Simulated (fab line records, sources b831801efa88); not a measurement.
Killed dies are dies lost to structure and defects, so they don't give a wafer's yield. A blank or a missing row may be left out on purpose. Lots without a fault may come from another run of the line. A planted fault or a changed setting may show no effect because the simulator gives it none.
Which tool did it? | flow sky130 | 7 lots, 21 wafers sampled, at 2 steps of a route of 708

WHAT THE GAUGES READ, wafer by wafer
SKY_VT_ADJUST_LVTN_TW_MEAS_10.
lot  | measured     | on            | VT_ADJUST_LVTN_TW
L782 | day 8 06:04  | film_metro-03 | 240.6 240.1 240.7
L784 | day 9 05:47  | film_metro-01 | 242.0 242.2 242.1
L788 | day 9 15:32  | film_metro-04 | 245.0 242.2 244.6
L790 | day 9 19:23  | film_metro-03 | 241.0 239.4 240.0
L791 | day 10 15:01 | film_metro-04 | 220.6 219.8 220.7
L798 | day 12 06:28 | film_metro-04 | 242.7 243.3 243.9
L802 | day 13 09:39 | film_metro-04 | 241.4 241.0 242.3

WHICH TOOL RAN EACH LOT (tool, then ch and the chambers of the sampled wafers, then the start)
lot  | SKY_VT_ADJUST_LVTN_IMPLANT_08
L782 | implanter-02 ch 0, day 8 05:49
L784 | implanter-03 ch 0, day 9 05:33
L788 | implanter-03 ch 0, day 9 15:18
L790 | implanter-02 ch 0, day 9 19:10
L791 | implanter-03 ch 0, day 10 14:46
L798 | implanter-02 ch 0, day 12 06:13
L802 | implanter-01 ch 0, day 13 09:27
- SKY_VT_ADJUST_LVTN_IMPLANT_08

THE ANSWER, worked out from the rows above alone
Rule: what is usual is taken from the lots themselves. Put in order of their means at a reading, lots are off if they are a third of the lots or fewer, leave a main group of 4 or more, and stand apart from it by a gap of 3 or more times the standard deviation of the main group's means; of several such gaps the widest counts. A main group whose means are all the same, to the digits that the tables above print for the reading, isn't used. A lot without any number at a reading at which 4 lots or more have one is off too. The other lots that the step has rows for count as sound.
Off: L791, at SKY_VT_ADJUST_LVTN_TW_MEAS_10 (VT_ADJUST_LVTN_TW). The main group: mean 241.9, standard deviation 1.4.
A tool fits if, at a process step before that reading, it ran every lot that is off, and no sound lot after the first of them. The gauges at SKY_VT_ADJUST_LVTN_TW_MEAS_10 are tried like those tools. One fits: implanter-03 at SKY_VT_ADJUST_LVTN_IMPLANT_08. Its last sound lot is L788 (day 9 15:18), its first lot that is off L791 (day 10 14:46): a fault that began between those two fits.

WHAT THE SIMULATOR HAD PUT IN
Process parameter drift: implanter-03, from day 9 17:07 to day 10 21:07, at SKY_VT_ADJUST_LVTN_IMPLANT_08. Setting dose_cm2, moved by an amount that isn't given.
Lots struck among those shown: L791. The rule above found the same.
